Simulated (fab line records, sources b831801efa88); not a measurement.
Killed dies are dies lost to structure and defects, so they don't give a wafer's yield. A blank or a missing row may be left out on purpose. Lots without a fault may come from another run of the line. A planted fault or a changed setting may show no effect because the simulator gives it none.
Which tool did it? | flow sky130 | 12 lots, 36 wafers sampled, at 3 steps of a route of 708

WHAT THE GAUGES READ, wafer by wafer
SKY_LI_CONTACT_THK_MEAS_23: measures by xrf.
lot  | measured     | on            | LI_CONTACT_W_THK (nm)
L075 | day 29 15:39 | film_metro-02 | 408 406 404
L077 | day 30 02:48 | film_metro-04 | 399 400 396
L079 | day 30 18:06 | film_metro-04 | 393 398 396
L081 | day 31 15:46 | film_metro-03 | 398 394 400
L083 | day 32 08:56 | film_metro-04 | 406 398 403
L085 | day 33 01:11 | film_metro-02 | 404 395 407
L087 | day 33 13:24 | film_metro-04 | 400 395 396
L089 | day 34 05:07 | film_metro-02 | 404 409 403
L091 | day 34 20:51 | film_metro-02 | 405 404 402
L093 | day 35 14:25 | film_metro-03 | 400 391 391
L095 | day 36 08:31 | film_metro-04 | 396 402 398
L097 | day 36 17:16 | film_metro-03 | 401 402 405

WHICH TOOL RAN EACH LOT (tool, then ch and the chambers of the sampled wafers, then the start)
lot  | SKY_FIELD_ISO_ETCH_17           | SKY_POLY_GATE_ETCH_16
L075 | rie_si-02 ch 0,1, day 2 11:01   | rie_diel-04 ch 0,2, day 16 17:22
L077 | rie_si-01 ch 0,1,3, day 2 19:54 | rie_diel-01 ch 1,2, day 17 06:29
L079 | rie_si-02 ch 0,1,3, day 3 07:22 | rie_diel-03 ch 0,1,3, day 18 03:25
L081 | rie_si-01 ch 0,1,3, day 3 17:57 | rie_diel-01 ch 0,1, day 19 00:02
L083 | rie_si-01 ch 1,2,3, day 4 03:58 | rie_diel-04 ch 0,2,3, day 19 17:02
L085 | rie_si-02 ch 1,2,3, day 4 15:37 | rie_diel-03 ch 0,1,3, day 20 12:43
L087 | rie_si-01 ch 2,3, day 5 00:57   | rie_diel-01 ch 2,3, day 21 03:07
L089 | rie_si-01 ch 1,2,3, day 5 11:39 | rie_diel-04 ch 1,2, day 21 23:50
L091 | rie_si-02 ch 0,2,3, day 5 21:21 | rie_diel-04 ch 2,3, day 22 16:20
L093 | rie_si-01 ch 0,1,3, day 6 06:58 | rie_diel-03 ch 2,3, day 23 14:23
L095 | rie_si-02 ch 1,3, day 6 19:36   | rie_diel-01 ch 0,2,3, day 24 06:16
L097 | rie_si-02 ch 0,1, day 7 05:06   | rie_diel-03 ch 1,3, day 24 21:19
- SKY_FIELD_ISO_ETCH_17: etches Si in HBr/Cl2/O2, target depth 342 nm, time 97.7 s.
- SKY_POLY_GATE_ETCH_16: etches Si3N4 in CH3F/O2, stops on poly-Si, time 147.5 s, target depth 75 nm.

THE ANSWER, worked out from the rows above alone
Rule: what is usual is taken from the lots themselves. Put in order of their means at a reading, lots are off if they are a third of the lots or fewer, leave a main group of 4 or more, and stand apart from it by a gap of 3 or more times the standard deviation of the main group's means; of several such gaps the widest counts. A main group whose means are all the same, to the digits that the tables above print for the reading, isn't used. A lot without any number at a reading at which 4 lots or more have one is off too. The other lots that the step has rows for count as sound.
No lot is off at any reading shown: from this, nothing can be told.

WHAT THE SIMULATOR HAD PUT IN
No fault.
